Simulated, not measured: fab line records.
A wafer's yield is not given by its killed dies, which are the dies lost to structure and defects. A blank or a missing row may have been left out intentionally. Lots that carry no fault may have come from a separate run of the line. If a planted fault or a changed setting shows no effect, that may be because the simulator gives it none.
fab line records | flow sky130
[record] lots = 5 | wafers = 15 | last_day = 50
route steps=708 shown LDD_N@252 LDD_P@255 LDD_HVN@267 LDD_HVP@278 LDD_LDN@289 PAD_OPEN@708
lots that met no fault: from a run of the same line without faults
start_h: start of the lot's first displayed wafer, in hours after the record's first day | wait_h: hours since the lot's step before | " same as the row above | L1.1+2: several wafers, shown together as one row | - no value, or no start was given | * or withheld: withheld | < > ~ a bound
route shown NAME@n: NAME is a module with steps in the file, n the number in the route of the first one | usual: mean and standard deviation over wafers with no fault | same: alike in all rows | chamber/n: place in a boat | sites: readings site by site | _std_site: the values' standard deviation | _edge_site: the outer-site mean with the inner-site mean subtracted | radius_mm: how far each site lies from the wafer's centre | mask NAME#n: copy n | behind: tool/chamber where the wafer was last shaped | hold: what put the lot on hold/how long, in hours/how the hold closed | device: whichever transistor did not switch (one of n, p or np) | end of line: the tests these same wafers got at the end of their route | where a step has no rows: the recipe by itself | killed: dies lost to structure and defects at the first sort, not the wafer's yield | map: the dies of a wafer, with x for killed, . for not killed, _ for no die there
set.NAME: setting as actually run; set.NAME@STEP: the setting as run at that earlier step | model.NAME: the simulator's own value behind a step, which no gauge read
lots seen at some steps along the route; tables by step, rows by wafer
services: when a tool's chamber went out of use (start_h, in hours from the record's first day, below 0 if earlier), for how many hours, and the reason
[[steps]]
[step SKY_LDD_N_IMPLANT_15]
[recipe] species = BF2 | energy_kev = 50 | dose_cm2 = 5e+12 | tilt_deg = 30 | rotation_deg = 270
[step SKY_LDD_N_STRIP_16]
[recipe] chemistry = O2/N2 | power_w = 1400 | pressure_mtorr = 1500 | platen_temp_c = withheld | o2_flow_sccm = 3000 | n2_flow_sccm = 300 | overash_fraction = 0.5
[usual] drypump_motor_current_A = 5.8/0.65 | oes_product_au = 0.406/0.0043 | strip_time_to_endpoint_s = 4.309/0.015
[same] overash_fraction = 0.5
lot.wafer | tool            | chamber | start_h | wait_h | drypump_motor_current_A | oes_product_au | rf_hours_counter_h | strip_time_to_endpoint_s
L256.1    | plasma_asher-01 | 1       | 394.14  | 0.1    | 4.8                     | 0.415          | 27                 | 4.299
L256.3    | "               | 0       | "       | "      | 5.7                     | 0.409          | -                  | 4.303
L256.6    | "               | 1       | "       | "      | 4.8                     | 0.404          | -                  | 4.306
L259.3    | plasma_asher-03 | 1       | 424.52  | 0.1    | 6.0                     | 0.414          | -                  | 4.319
L259.4    | "               | 0       | "       | "      | 6.1                     | 0.404          | -                  | 4.318
L259.6    | "               | 1       | "       | "      | 6.0                     | 0.415          | -                  | 4.308
L263.1    | plasma_asher-04 | 0       | 470.14  | 0.1    | 6.8                     | 0.402          | 4                  | 4.318
L263.3    | "               | 0       | "       | "      | 6.8                     | 0.416          | -                  | 4.298
L263.6    | "               | 0       | "       | "      | 6.8                     | 0.405          | -                  | 4.305
L275.2    | plasma_asher-01 | 1       | 582.54  | 0.1    | 4.8                     | 0.409          | 46                 | 4.325
L275.3    | "               | 0       | "       | "      | 5.8                     | 0.401          | -                  | 4.301
L275.6    | "               | 1       | "       | "      | 4.8                     | 0.411          | -                  | 4.295
L279.1    | plasma_asher-01 | 1       | 602.79  | 0.1    | 4.8                     | 0.411          | 48                 | 4.317
L279.3    | "               | 0       | "       | "      | 5.7                     | 0.404          | -                  | 4.312
L279.4    | "               | 1       | "       | "      | 4.8                     | 0.403          | -                  | 4.307
[step SKY_LDD_N_TW_MEAS_17]
[usual] LDD_N_TW = 2587/16
lot.wafer | tool          | chamber | start_h | wait_h | LDD_N_TW
L256.1    | film_metro-03 | -       | 394.29  | 0.1    | 2590
L256.3    | "             | -       | "       | "      | 2594
L256.6    | "             | -       | "       | "      | 2579
L259.3    | film_metro-02 | -       | 424.64  | 0.1    | 2578
L259.4    | "             | -       | "       | "      | 2562
L259.6    | "             | -       | "       | "      | 2562
L263.1    | film_metro-02 | -       | 470.24  | 0.1    | 2607
L263.3    | "             | -       | "       | "      | 2589
L263.6    | "             | -       | "       | "      | 2613
L275.2    | film_metro-03 | -       | 582.65  | 0.1    | 2556
L275.3    | "             | -       | "       | "      | 2548
L275.6    | "             | -       | "       | "      | 2574
L279.1    | film_metro-02 | -       | 602.89  | 0.1    | 2601
L279.3    | "             | -       | "       | "      | 2593
L279.4    | "             | -       | "       | "      | 2607
[step SKY_LDD_P_DEHYDRATE_00]
[recipe] temp_c = 200 | time_s = 60
[step SKY_LDD_P_HMDS_01]
[recipe] prime_time_s = 60 | prime_temp_c = 120
[step SKY_LDD_P_COAT_02]
[recipe] resist = NOVOLAK | spin_rpm = 3000 | resist_thk_nm = 1140
[step SKY_LDD_P_SOFTBAKE_03]
[recipe] temp_c = 90 | time_s = 60 | resist = NOVOLAK
[step SKY_LDD_P_EXPOSE_04]
[recipe] mask_id = PSDM | na = 0.6 | source_shape = conventional | sigma_outer = 0.6 | polarization = unpolarized | target_cd_nm = 380 | dose_mj = 138
[step SKY_LDD_P_PEB_05]
[recipe] temp_c = withheld | time_s = * | resist = NOVOLAK
[step SKY_LDD_P_DEVELOP_06]
[recipe] resist = NOVOLAK | developer = TMAH | develop_time_s = 60 | dev_temp_c = 23
[step SKY_LDD_P_CD_MEAS_07]
[recipe] target_cd_nm = 380
[usual] cd_nm = 381.9/2.6
lot.wafer | tool      | chamber | start_h | wait_h | cd_nm
L256.1    | cd_sem-02 | -       | 424.15  | 0.1    | 383.6
L256.3    | "         | -       | "       | "      | 382.9
L256.6    | "         | -       | "       | "      | 384.7
L259.3    | cd_sem-02 | -       | 455.19  | 0.1    | 382.1
L259.4    | "         | -       | "       | "      | 380.9
L259.6    | "         | -       | "       | "      | 384.2
L263.1    | cd_sem-01 | -       | 501.90  | 0.1    | 379.0
L263.3    | "         | -       | "       | "      | 382.0
L263.6    | "         | -       | "       | "      | 381.7
L275.2    | cd_sem-01 | -       | 611.67  | 0.1    | 381.4
L275.3    | "         | -       | "       | "      | 381.3
L275.6    | "         | -       | "       | "      | 382.6
L279.1    | cd_sem-01 | -       | 631.60  | 0.1    | 376.4
L279.3    | "         | -       | "       | "      | 375.1
L279.4    | "         | -       | "       | "      | 376.8
[step SKY_LDD_P_OVL_MEAS_08]
[usual] LDD_P_OVL = 1.0/1.6
lot.wafer | tool       | chamber | start_h | wait_h | LDD_P_OVL[nm]
L256.1    | overlay-01 | -       | 424.27  | 0.1    | -1.1
L256.3    | "          | -       | "       | "      | -1.1
L256.6    | "          | -       | "       | "      | -0.8
L259.3    | overlay-01 | -       | 455.28  | 0.1    | 1.7
L259.4    | "          | -       | "       | "      | 1.4
L259.6    | "          | -       | "       | "      | 1.3
L263.1    | overlay-02 | -       | 502.02  | 0.1    | -0.5
L263.3    | "          | -       | "       | "      | -0.7
L263.6    | "          | -       | "       | "      | 0.9
L275.2    | overlay-02 | -       | 611.78  | 0.1    | 1.7
L275.3    | "          | -       | "       | "      | 1.2
L275.6    | "          | -       | "       | "      | 0.4
L279.1    | overlay-02 | -       | 631.72  | 0.1    | -0.6
L279.3    | "          | -       | "       | "      | 0.4
L279.4    | "          | -       | "       | "      | 0.7
[step SKY_LDD_P_IMPLANT_09]
[recipe] species = BF2 | energy_kev = 25 | dose_cm2 = 1e+13 | tilt_deg = withheld
lot.wafer  | tool         | chamber | start_h | wait_h
L256.1+3+6 | implanter-04 | 0       | 424.31  | 0.0
L259.3+4+6 | implanter-04 | 0       | 455.36  | 0.1
L263.1+3+6 | implanter-04 | 0       | 502.06  | 0.0
L275.2+3+6 | implanter-03 | 0       | 611.83  | 0.0
L279.1+3+4 | implanter-03 | 0       | 631.76  | 0.0
[step SKY_LDD_P_STRIP_10]
[recipe] chemistry = O2/N2 | power_w = 1400 | pressure_mtorr = 1500 | platen_temp_c = withheld | o2_flow_sccm = 3000 | n2_flow_sccm = 300 | overash_fraction = 0.5
[usual] drypump_motor_current_A = 5.7/0.55 | oes_product_au = 0.716/0.0047 | strip_time_to_endpoint_s = 14.17/0.041
[same] overash_fraction = 0.5
lot.wafer | tool            | chamber | start_h | wait_h | drypump_motor_current_A | oes_product_au | rf_hours_counter_h | strip_time_to_endpoint_s
L256.1    | plasma_asher-01 | 1       | 424.46  | 0.1    | 4.8                     | 0.723          | 30                 | 14.20
L256.3    | "               | 1       | "       | "      | 4.8                     | 0.715          | -                  | 14.21
L256.6    | "               | 1       | "       | "      | 4.8                     | 0.717          | -                  | 14.16
L259.3    | plasma_asher-01 | 0       | 455.49  | 0.1    | 5.7                     | 0.713          | -                  | 14.17
L259.4    | "               | 1       | "       | "      | 4.8                     | 0.727          | -                  | 14.17
L259.6    | "               | 0       | "       | "      | 5.7                     | 0.719          | -                  | 14.17
L263.1    | plasma_asher-02 | 1       | 502.21  | 0.1    | 6.0                     | 0.719          | 66                 | 14.16
L263.3    | "               | 1       | "       | "      | 6.0                     | 0.716          | -                  | 14.14
L263.6    | "               | 0       | "       | "      | 6.3                     | 0.717          | -                  | 14.14
L275.2    | plasma_asher-02 | 1       | 611.96  | 0.1    | 6.0                     | 0.711          | 76                 | 14.16
L275.3    | "               | 0       | "       | "      | 6.3                     | 0.713          | -                  | 14.17
L275.6    | "               | 1       | "       | "      | 6.0                     | 0.716          | -                  | 14.17
L279.1    | plasma_asher-01 | 1       | 631.91  | 0.1    | 4.8                     | 0.714          | 50                 | 14.21
L279.3    | "               | 1       | "       | "      | 4.8                     | 0.713          | -                  | 14.22
L279.4    | "               | 0       | "       | "      | 5.7                     | 0.716          | -                  | 14.23
[step SKY_LDD_P_TW_MEAS_11]
[usual] LDD_P_TW = 636.2/2.6
lot.wafer | tool          | chamber | start_h | wait_h | LDD_P_TW
L256.1    | film_metro-01 | -       | 424.56  | 0.1    | 633.5
L256.3    | "             | -       | "       | "      | 633.6
L256.6    | "             | -       | "       | "      | 633.7
L259.3    | film_metro-04 | -       | 455.58  | 0.1    | 633.6
L259.4    | "             | -       | "       | "      | 636.2
L259.6    | "             | -       | "       | "      | 635.6
L263.1    | film_metro-01 | -       | 502.31  | 0.1    | 632.4
L263.3    | "             | -       | "       | "      | 633.6
L263.6    | "             | -       | "       | "      | 630.8
L275.2    | film_metro-04 | -       | 612.07  | 0.1    | 635.7
L275.3    | "             | -       | "       | "      | 635.1
L275.6    | "             | -       | "       | "      | 635.0
L279.1    | film_metro-01 | -       | 632.01  | 0.1    | 641.0
L279.3    | "             | -       | "       | "      | 641.2
L279.4    | "             | -       | "       | "      | 637.6
[step SKY_LDD_HVN_DEHYDRATE_00]
[recipe] temp_c = 200 | time_s = 60
[step SKY_LDD_HVN_HMDS_01]
[recipe] prime_time_s = 60 | prime_temp_c = 120
[step SKY_LDD_HVN_COAT_02]
[recipe] resist = NOVOLAK | spin_rpm = 3000 | resist_thk_nm = 300
[step SKY_LDD_HVN_SOFTBAKE_03]
[recipe] temp_c = 90 | time_s = 60 | resist = NOVOLAK
[step SKY_LDD_HVN_EXPOSE_04]
[recipe] mask_id = HVNTM | na = 0.6 | source_shape = conventional | sigma_outer = 0.6 | polarization = unpolarized | target_cd_nm = 700 | dose_mj = 127
[step SKY_LDD_HVN_PEB_05]
[recipe] temp_c = withheld | time_s = * | resist = NOVOLAK
[step SKY_LDD_HVN_DEVELOP_06]
[recipe] resist = NOVOLAK | developer = TMAH | develop_time_s = 60 | dev_temp_c = 23
[step SKY_LDD_HVN_OVL_MEAS_07]
[usual] LDD_HVN_OVL = 1.0/1.3
lot.wafer | tool       | chamber | start_h | wait_h | LDD_HVN_OVL[nm]
L256.1    | overlay-02 | -       | 455.10  | 0.1    | 3.5
L256.3    | "          | -       | "       | "      | 3.4
L256.6    | "          | -       | "       | "      | 1.2
L259.3    | overlay-01 | -       | 486.66  | 0.1    | 1.9
L259.4    | "          | -       | "       | "      | 1.6
L259.6    | "          | -       | "       | "      | 1.8
L263.1    | overlay-02 | -       | 532.20  | 0.1    | -0.3
L263.3    | "          | -       | "       | "      | -0.2
L263.6    | "          | -       | "       | "      | 1.3
L275.2    | overlay-02 | -       | 640.61  | 0.1    | 0.9
L275.3    | "          | -       | "       | "      | 0.8
L275.6    | "          | -       | "       | "      | 1.3
L279.1    | overlay-01 | -       | 659.75  | 0.1    | -0.2
L279.3    | "          | -       | "       | "      | -0.9
L279.4    | "          | -       | "       | "      | -0.5
[step SKY_LDD_HVN_IMPLANT_08]
[recipe] species = P | energy_kev = 60 | dose_cm2 = 3e+13 | tilt_deg = 40
[step SKY_LDD_HVN_STRIP_09]
[recipe] chemistry = O2/N2 | power_w = 1400 | pressure_mtorr = 1500 | platen_temp_c = withheld | o2_flow_sccm = 3000 | n2_flow_sccm = 300 | overash_fraction = 0.5
[usual] drypump_motor_current_A = 6.2/0.34 | oes_product_au = 0.408/0.0044 | strip_time_to_endpoint_s = 4.138/0.013
[same] overash_fraction = 0.5
lot.wafer | tool            | chamber | start_h | wait_h | drypump_motor_current_A | oes_product_au | rf_hours_counter_h | strip_time_to_endpoint_s
L256.1    | plasma_asher-03 | 0       | 455.29  | 0.1    | 6.1                     | 0.401          | 78                 | 4.147
L256.3    | "               | 1       | "       | "      | 6.0                     | 0.403          | -                  | 4.149
L256.6    | "               | 0       | "       | "      | 6.1                     | 0.418          | -                  | 4.138
L259.3    | plasma_asher-03 | 1       | 486.87  | 0.1    | 6.0                     | 0.415          | -                  | 4.106
L259.4    | "               | 0       | "       | "      | 6.1                     | 0.406          | -                  | 4.131
L259.6    | "               | 1       | "       | "      | 6.0                     | 0.407          | -                  | 4.111
L263.1    | plasma_asher-04 | 0       | 532.39  | 0.1    | 6.8                     | 0.405          | 10                 | 4.130
L263.3    | "               | 1       | "       | "      | 5.8                     | 0.418          | -                  | 4.152
L263.6    | "               | 1       | "       | "      | 5.8                     | 0.413          | -                  | 4.159
L275.2    | plasma_asher-02 | 1       | 640.79  | 0.1    | 6.1                     | 0.414          | 79                 | 4.132
L275.3    | "               | 1       | "       | "      | 6.0                     | 0.409          | -                  | 4.129
L275.6    | "               | 0       | "       | "      | 6.3                     | 0.415          | -                  | 4.142
L279.1    | plasma_asher-02 | 0       | 659.94  | 0.1    | 6.3                     | 0.411          | 82                 | 4.156
L279.3    | "               | 0       | "       | "      | 6.3                     | 0.403          | -                  | 4.149
L279.4    | "               | 1       | "       | "      | 6.0                     | 0.404          | -                  | 4.141
[step SKY_LDD_HVN_TW_MEAS_10]
[usual] LDD_HVN_TW = 1440/7.8
lot.wafer | tool          | chamber | start_h | wait_h | LDD_HVN_TW
L256.1    | film_metro-01 | -       | 455.39  | 0.1    | 1443
L256.3    | "             | -       | "       | "      | 1438
L256.6    | "             | -       | "       | "      | 1432
L259.3    | film_metro-04 | -       | 486.96  | 0.1    | 1438
L259.4    | "             | -       | "       | "      | 1440
L259.6    | "             | -       | "       | "      | 1447
L263.1    | film_metro-01 | -       | 532.49  | 0.1    | 1452
L263.3    | "             | -       | "       | "      | 1444
L263.6    | "             | -       | "       | "      | 1441
L275.2    | film_metro-01 | -       | 640.90  | 0.1    | 1447
L275.3    | "             | -       | "       | "      | 1448
L275.6    | "             | -       | "       | "      | 1447
L279.1    | film_metro-01 | -       | 660.04  | 0.1    | 1447
L279.3    | "             | -       | "       | "      | 1445
L279.4    | "             | -       | "       | "      | 1437
[step SKY_LDD_HVP_DEHYDRATE_00]
[recipe] temp_c = 200 | time_s = 60
[step SKY_LDD_HVP_HMDS_01]
[recipe] prime_time_s = 60 | prime_temp_c = 120
[step SKY_LDD_HVP_COAT_02]
[recipe] resist = NOVOLAK | spin_rpm = 3000 | resist_thk_nm = 300
[step SKY_LDD_HVP_SOFTBAKE_03]
[recipe] temp_c = 90 | time_s = 60 | resist = NOVOLAK
[step SKY_LDD_HVP_EXPOSE_04]
[recipe] mask_id = HVPTM | na = 0.6 | source_shape = conventional | sigma_outer = 0.6 | polarization = unpolarized | target_cd_nm = 700 | dose_mj = 86
[step SKY_LDD_HVP_PEB_05]
[recipe] temp_c = withheld | time_s = * | resist = NOVOLAK
[step SKY_LDD_HVP_DEVELOP_06]
[recipe] resist = NOVOLAK | developer = TMAH | develop_time_s = 60 | dev_temp_c = 23
[step SKY_LDD_HVP_OVL_MEAS_07]
[usual] LDD_HVP_OVL = 1.0/1.4
lot.wafer | tool       | chamber | start_h | wait_h | LDD_HVP_OVL[nm]
L256.1    | overlay-02 | -       | 486.30  | 0.1    | 1.3
L256.3    | "          | -       | "       | "      | 0.3
L256.6    | "          | -       | "       | "      | 1.1
L259.3    | overlay-02 | -       | 517.32  | 0.1    | 1.9
L259.4    | "          | -       | "       | "      | 1.0
L259.6    | "          | -       | "       | "      | 3.9
L263.1    | overlay-01 | -       | 561.96  | 0.1    | -0.9
L263.3    | "          | -       | "       | "      | 0.2
L263.6    | "          | -       | "       | "      | -0.8
L275.2    | overlay-02 | -       | 668.86  | 0.1    | 4.6
L275.3    | "          | -       | "       | "      | 4.0
L275.6    | "          | -       | "       | "      | 3.2
L279.1    | overlay-02 | -       | 688.80  | 0.1    | 3.4
L279.3    | "          | -       | "       | "      | 1.3
L279.4    | "          | -       | "       | "      | 2.8
[step SKY_LDD_HVP_IMPLANT_08]
[recipe] species = B | energy_kev = 20 | dose_cm2 = 1.7e+13 | tilt_deg = 17.9
[step SKY_LDD_HVP_STRIP_09]
[recipe] chemistry = O2/N2 | power_w = 1400 | pressure_mtorr = 1500 | platen_temp_c = withheld | o2_flow_sccm = 3000 | n2_flow_sccm = 300 | overash_fraction = 0.5
[usual] drypump_motor_current_A = 6.0/0.61 | oes_product_au = 0.408/0.0045 | strip_time_to_endpoint_s = 4.134/0.013
[same] overash_fraction = 0.5
lot.wafer | tool            | chamber | start_h | wait_h | drypump_motor_current_A | oes_product_au | rf_hours_counter_h | strip_time_to_endpoint_s
L256.1    | plasma_asher-04 | 1       | 486.49  | 0.1    | 5.8                     | 0.400          | 5                  | 4.144
L256.3    | "               | 1       | "       | "      | 5.8                     | 0.413          | -                  | 4.126
L256.6    | "               | 0       | "       | "      | 6.8                     | 0.406          | -                  | 4.112
L259.3    | plasma_asher-02 | 0       | 517.53  | 0.1    | 6.4                     | 0.404          | -                  | 4.126
L259.4    | "               | 1       | "       | "      | 6.0                     | 0.402          | -                  | 4.152
L259.6    | "               | 0       | "       | "      | 6.4                     | 0.407          | -                  | 4.146
L263.1    | plasma_asher-02 | 1       | 562.14  | 0.1    | 6.0                     | 0.421          | 71                 | 4.136
L263.3    | "               | 0       | "       | "      | 6.3                     | 0.409          | -                  | 4.143
L263.6    | "               | 0       | "       | "      | 6.3                     | 0.413          | -                  | 4.130
L275.2    | plasma_asher-01 | 0       | 669.04  | 0.1    | 5.8                     | 0.405          | 54                 | 4.135
L275.3    | "               | 0       | "       | "      | 5.8                     | 0.407          | -                  | 4.129
L275.6    | "               | 0       | "       | "      | 5.7                     | 0.415          | -                  | 4.128
L279.1    | plasma_asher-02 | 1       | 688.99  | 0.1    | 6.0                     | 0.411          | 84                 | 4.128
L279.3    | "               | 0       | "       | "      | 6.3                     | 0.407          | -                  | 4.125
L279.4    | "               | 1       | "       | "      | 6.0                     | 0.410          | -                  | 4.134
[step SKY_LDD_HVP_TW_MEAS_10]
[usual] LDD_HVP_TW = 457.1/2.3
lot.wafer | tool          | chamber | start_h | wait_h | LDD_HVP_TW
L256.1    | film_metro-02 | -       | 486.59  | 0.1    | 454.1
L256.3    | "             | -       | "       | "      | 456.0
L256.6    | "             | -       | "       | "      | 454.6
L259.3    | film_metro-02 | -       | 517.61  | 0.1    | 460.5
L259.4    | "             | -       | "       | "      | 460.0
L259.6    | "             | -       | "       | "      | 458.3
L263.1    | film_metro-01 | -       | 562.24  | 0.1    | 456.1
L263.3    | "             | -       | "       | "      | 457.5
L263.6    | "             | -       | "       | "      | 459.5
L275.2    | film_metro-03 | -       | 669.15  | 0.1    | 456.4
L275.3    | "             | -       | "       | "      | 453.4
L275.6    | "             | -       | "       | "      | 456.8
L279.1    | film_metro-01 | -       | 689.09  | 0.1    | 456.2
L279.3    | "             | -       | "       | "      | 453.4
L279.4    | "             | -       | "       | "      | 458.4
[step SKY_LDD_LDN_DEHYDRATE_00]
[recipe] temp_c = 200 | time_s = 60
[step SKY_LDD_LDN_HMDS_01]
[recipe] prime_time_s = 60 | prime_temp_c = 120
[step SKY_LDD_LDN_COAT_02]
[recipe] resist = NOVOLAK | spin_rpm = 3000 | resist_thk_nm = 1140
[step SKY_LDD_LDN_SOFTBAKE_03]
[recipe] temp_c = 90 | time_s = 60 | resist = NOVOLAK
[step SKY_LDD_LDN_EXPOSE_04]
[recipe] mask_id = LDNTM | na = 0.6 | source_shape = conventional | sigma_outer = 0.6 | polarization = unpolarized | target_cd_nm = 700 | dose_mj = 140
[step SKY_PAD_OPEN_PROBE_99]
[usual] killed_at_M0_to_M3 = 43/6.7 | killed_at_M4_up = 3.2/1.8 | killed_at_contacts = 25/5.2 | killed_at_front_end = 15/4.4 | killed_at_other = 0.2/0.4 | killed_dies = 87/9.3 | killed_open = 48/7.1 | killed_short = 39/6
[same] gross_dies = 492 | killed_at_back_side = 0
lot.wafer | tool      | chamber | start_h | wait_h | killed_at_M0_to_M3 | killed_at_M4_up | killed_at_contacts | killed_at_front_end | killed_at_other | killed_dies | killed_open | killed_short | model.etest.tip_p.rs_ohm_sq_range | model.etest.pfet_01v8.vt_v_range
L256.1    | prober-01 | -       | 1078.25 | 0.1    | 43                 | 3               | 21                 | 23                  | 1               | 91          | 47          | 44           | 172.8                             | 0.009121
L256.3    | prober-01 | -       | 1078.35 | 0.2    | 28                 | 2               | 28                 | 18                  | 0               | 76          | 48          | 28           | 115.6                             | 0.01273
L256.6    | prober-01 | -       | 1078.50 | 0.2    | 48                 | 0               | 26                 | 16                  | 0               | 90          | 54          | 36           | 127.4                             | 0.009097
L259.3    | prober-02 | -       | 1086.92 | 0.2    | 53                 | 4               | 28                 | 16                  | 0               | 101         | 56          | 45           | 89.03                             | 0.01107
L259.4    | prober-02 | -       | 1086.97 | 0.2    | 33                 | 4               | 27                 | 10                  | 0               | 74          | 36          | 38           | 157                               | 0.01415
L259.6    | prober-02 | -       | 1087.07 | 0.2    | 34                 | 4               | 21                 | 23                  | 0               | 82          | 38          | 44           | 219.7                             | 0.0115
L263.1    | prober-01 | -       | 1120.18 | 0.1    | 43                 | 4               | 20                 | 12                  | 0               | 79          | 52          | 27           | 2457                              | 0.032
L263.3    | prober-01 | -       | 1120.28 | 0.2    | 44                 | 0               | 28                 | 14                  | 0               | 86          | 44          | 42           | 2357                              | 0.03295
L263.6    | prober-01 | -       | 1120.43 | 0.2    | 42                 | 2               | 21                 | 23                  | 0               | 88          | 43          | 45           | 2330                              | 0.03156
L275.2    | prober-02 | -       | 1188.10 | 0.1    | 41                 | 5               | 21                 | 20                  | 0               | 87          | 48          | 39           | 188.6                             | 0.0142
L275.3    | prober-02 | -       | 1188.15 | 0.2    | 37                 | 6               | 33                 | 12                  | 0               | 88          | 48          | 40           | 221.2                             | 0.01392
L275.6    | prober-02 | -       | 1188.30 | 0.2    | 28                 | 3               | 27                 | 10                  | 0               | 68          | 32          | 36           | 163.5                             | 0.01994
L279.1    | prober-02 | -       | 1201.42 | 0.1    | 40                 | 5               | 27                 | 11                  | 0               | 83          | 48          | 35           | 192.1                             | 0.006681
L279.3    | prober-02 | -       | 1201.52 | 0.2    | 52                 | 2               | 21                 | 7                   | 1               | 83          | 49          | 34           | 132.8                             | 0.009071
L279.4    | prober-02 | -       | 1201.57 | 0.2    | 37                 | 2               | 25                 | 11                  | 0               | 75          | 36          | 39           | 95.05                             | 0.01655
// killed by level:class
L256.1 VIA1:geometric_particle:open=9 VIA2:geometric_particle:open=7 POLY_GATE:geometric_particle:open=7 POLY_GATE:geometric_particle:short=7 METAL2:geometric_particle:short=7 LI_CONTACT:geometric_particle:open=6 CONTACT:geometric_particle:open=6 FIELD_ISO:geometric_particle:open=5
L256.3 LI_CONTACT:geometric_particle:open=10 CONTACT:geometric_particle:open=10 VIA1:geometric_particle:open=7 FIELD_ISO:geometric_particle:open=6 VIA2:geometric_particle:open=6 VIA3:geometric_particle:open=5 FIELD_ISO:geometric_particle:short=4 CONTACT:geometric_particle:short=4
L256.6 VIA1:geometric_particle:open=13 CONTACT:geometric_particle:open=10 VIA3:geometric_particle:open=7 FIELD_ISO:geometric_particle:open=6 LOCAL_INTERCONNECT:geometric_particle:short=6 FIELD_ISO:geometric_particle:short=5 LI_CONTACT:geometric_particle:open=5 VIA1:geometric_particle:short=5
L259.3 VIA2:geometric_particle:open=12 VIA1:geometric_particle:open=9 LI_CONTACT:geometric_particle:open=8 CONTACT:geometric_particle:open=8 VIA1:geometric_particle:short=8 METAL3:geometric_particle:short=7 POLY_GATE:geometric_particle:open=6 CONTACT:geometric_particle:short=6
L259.4 CONTACT:geometric_particle:open=15 METAL1:geometric_particle:short=9 METAL2:geometric_particle:short=6 VIA3:geometric_particle:open=5 CONTACT:geometric_particle:short=4 LI_CONTACT:geometric_particle:open=4 METAL4:geometric_particle:short=4 POLY_GATE:geometric_particle:open=3
L259.6 VIA1:geometric_particle:open=11 POLY_GATE:geometric_particle:short=8 POLY_GATE:geometric_particle:open=7 CONTACT:geometric_particle:short=5 CONTACT:geometric_particle:open=5 METAL1:geometric_particle:short=5 LOCAL_INTERCONNECT:geometric_particle:short=4 METAL4:geometric_particle:short=4
L263.1 VIA1:geometric_particle:open=12 VIA3:geometric_particle:open=7 CONTACT:geometric_particle:open=7 LI_CONTACT:geometric_particle:open=5 VIA2:geometric_particle:open=5 FIELD_ISO:geometric_particle:open=4 CONTACT:geometric_particle:short=4 VIA1:geometric_particle:short=4
L263.3 LI_CONTACT:geometric_particle:open=9 METAL1:geometric_particle:short=8 METAL2:geometric_particle:short=7 CONTACT:geometric_particle:short=7 CONTACT:geometric_particle:open=7 VIA3:geometric_particle:open=7 VIA2:geometric_particle:open=6 FIELD_ISO:geometric_particle:short=5
L263.6 FIELD_ISO:geometric_particle:open=10 VIA3:geometric_particle:short=10 VIA2:geometric_particle:open=7 CONTACT:geometric_particle:open=7 LI_CONTACT:geometric_particle:open=6 VIA2:geometric_particle:short=6 FIELD_ISO:geometric_particle:short=5 LOCAL_INTERCONNECT:geometric_particle:short=5
L275.2 VIA3:geometric_particle:open=11 CONTACT:geometric_particle:open=9 LI_CONTACT:geometric_particle:open=5 VIA2:geometric_particle:open=5 POLY_GATE:geometric_particle:open=4 POLY_GATE:geometric_particle:short=4 SPACER:geometric_particle:short=4 METAL1:geometric_particle:short=4
L275.3 LI_CONTACT:geometric_particle:open=12 CONTACT:geometric_particle:open=11 METAL1:geometric_particle:short=7 LOCAL_INTERCONNECT:geometric_particle:short=6 METAL2:geometric_particle:short=5 VIA1:geometric_particle:open=5 VIA1:geometric_particle:short=5 METAL4:geometric_particle:short=4
L275.6 LI_CONTACT:geometric_particle:open=9 LI_CONTACT:geometric_particle:short=6 VIA1:geometric_particle:open=6 LOCAL_INTERCONNECT:geometric_particle:short=5 VIA3:geometric_particle:open=5 FIELD_ISO:geometric_particle:short=4 CONTACT:geometric_particle:open=4 METAL1:geometric_particle:short=4
L279.1 CONTACT:geometric_particle:open=10 VIA3:geometric_particle:open=7 METAL2:geometric_particle:short=7 LI_CONTACT:geometric_particle:open=6 VIA1:geometric_particle:short=6 CONTACT:geometric_particle:short=5 VIA2:geometric_particle:open=5 FIELD_ISO:geometric_particle:open=4
L279.3 VIA2:geometric_particle:open=11 VIA1:geometric_particle:open=9 LI_CONTACT:geometric_particle:open=8 CONTACT:geometric_particle:open=7 METAL2:geometric_particle:short=6 VIA3:geometric_particle:open=6 VIA1:geometric_particle:short=5 METAL1:geometric_particle:short=4
L279.4 LI_CONTACT:geometric_particle:open=9 METAL2:geometric_particle:short=7 CONTACT:geometric_particle:open=6 VIA1:geometric_particle:open=5 LOCAL_INTERCONNECT:geometric_particle:short=5 METAL1:geometric_particle:short=4 VIA3:geometric_particle:open=4 METAL3:geometric_particle:short=4
[[services]]
tool            | chamber | start_h | hours | kind
implanter-04    | -       | 371.76  | 2.8   | repair
plasma_asher-02 | -       | 398.54  | 0.4   | repair
plasma_asher-04 | -       | 399.44  | 9.5   | pm
implanter-04    | -       | 399.49  | 2.7   | repair
implanter-03    | -       | 406.04  | 3.6   | pm
implanter-04    | -       | 413.85  | 6.4   | repair
plasma_asher-04 | -       | 421.25  | 9.0   | pm
plasma_asher-04 | 0       | 421.25  | 9.0   | vent_cycle
plasma_asher-04 | 1       | 421.25  | 9.0   | vent_cycle
plasma_asher-04 | -       | 425.74  | 2.7   | repair
implanter-03    | -       | 488.34  | 6.5   | pm
plasma_asher-02 | -       | 503.19  | 5.4   | repair
implanter-04    | -       | 552.04  | 3.9   | repair
implanter-03    | -       | 571.60  | 5.9   | repair
plasma_asher-01 | -       | 596.70  | 0.6   | repair
plasma_asher-03 | -       | 600.70  | 3.1   | repair
implanter-04    | -       | 603.66  | 3.4   | pm
plasma_asher-01 | -       | 623.35  | 2.8   | pm
plasma_asher-01 | -       | 626.14  | 0.9   | repair
plasma_asher-01 | -       | 642.90  | 2.5   | repair
plasma_asher-03 | -       | 645.60  | 4.1   | pm
plasma_asher-02 | -       | 648.25  | 0.5   | repair
plasma_asher-04 | -       | 665.30  | 2.0   | repair
plasma_asher-01 | -       | 680.19  | 1.2   | repair
[[key]]
first_sign none at tools or gauges
[model_effect] step = SKY_PAD_OPEN_PROBE_99 | value = etest.tip_p.rs_ohm_sq_range | without = 148 | struck = 2381
met_at SKY_LDD_P_IMPLANT_09
struck_wafers L263.1,L263.3,L263.6
tester_left_out L263
onset_between 455.36 502.06
also_fits SKY_LDD_N_STRIP_16:plasma_asher-04,SKY_LDD_HVN_STRIP_09:plasma_asher-04
[fault] kind = process_parameter_drift | tool = implanter-04 | chamber = - | onset_h = 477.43 | steps = SKY_LDD_P_IMPLANT_09 | channel = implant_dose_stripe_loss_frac | offset = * | shape = step | end_h = 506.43
// tester_left_out: of these lots the tester's yield and bins aren't shown, on N5 and GAA mostly nor the transistor test; their killed dies are dies lost to structure and defects alone, not to doping, threshold or leakage, so they don't give the yield
